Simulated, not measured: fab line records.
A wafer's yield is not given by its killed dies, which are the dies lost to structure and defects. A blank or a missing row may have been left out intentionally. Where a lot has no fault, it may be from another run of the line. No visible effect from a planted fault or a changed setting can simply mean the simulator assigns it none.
Matching of chambers / flow sky130 / SKY_VIA4_ETCH_12 on rie-diel-03 has 4 sister chambers
The step etches SiO2 in C4F8/O2/Ar, stops on TiN, target depth 580 nm. 8 wafers are shown with their chamber, then 8 later ones without.

## EACH WAFER AND ITS CHAMBER
wafer=L081.5; chamber=1; oes-product-au (a.u.)=0.930
wafer=L082.1; chamber=1; oes-product-au (a.u.)=0.929
wafer=L085.1; chamber=0; oes-product-au (a.u.)=0.926
wafer=L085.3; chamber=2; oes-product-au (a.u.)=0.923
wafer=L086.2; chamber=0; oes-product-au (a.u.)=0.910
wafer=L086.3; chamber=2; oes-product-au (a.u.)=0.921
wafer=L086.4; chamber=3; oes-product-au (a.u.)=0.919
wafer=L090.1; chamber=3; oes-product-au (a.u.)=0.929

## WAFERS WITHOUT THEIR CHAMBER
wafer=L090.4; oes-product-au (a.u.)=0.923
wafer=L090.6; oes-product-au (a.u.)=0.925
wafer=L091.2; oes-product-au (a.u.)=0.929
wafer=L091.5; oes-product-au (a.u.)=0.924
wafer=L091.6; oes-product-au (a.u.)=0.922
wafer=L096.2; oes-product-au (a.u.)=0.925
wafer=L096.4; oes-product-au (a.u.)=0.929
wafer=L096.6; oes-product-au (a.u.)=0.924

## WHICH CHAMBER EACH WENT THROUGH
wafer=L090.4; from the rows above=can't be placed: 2 or 3 or 0 or 1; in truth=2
wafer=L090.6; from the rows above=can't be placed: 3 or 2 or 1 or 0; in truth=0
wafer=L091.2; from the rows above=can't be placed: 1 or 3 or 2 or 0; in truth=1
wafer=L091.5; from the rows above=can't be placed: 3 or 2 or 1 or 0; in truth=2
wafer=L091.6; from the rows above=can't be placed: 2 or 3 or 0 or 1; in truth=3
wafer=L096.2; from the rows above=can't be placed: 3 or 2 or 1 or 0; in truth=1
wafer=L096.4; from the rows above=can't be placed: 1 or 3 or 2 or 0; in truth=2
wafer=L096.6; from the rows above=can't be placed: 3 or 2 or 1 or 0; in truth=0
Correct placement for 0 of the 8. Cannot be placed on the basis of these rows: 8; the candidates contain the true chamber in 8. Number placed wrongly: 0.
How it was worked out, from the rows above alone: a wafer's distance from a chamber is the root of the sum, over the readings, of the square of ((its reading less the chamber's mean) divided by the reading's scatter). The wafer belongs to the nearest chamber; if the next one is less than 2 further off, it can't be placed. For every chamber, the mean is computed from those of its wafers that are shown. The scatter: take each reading less its chamber's mean, square it, sum over the shown wafers, divide by the number of wafers less the number of chambers, and take the root.
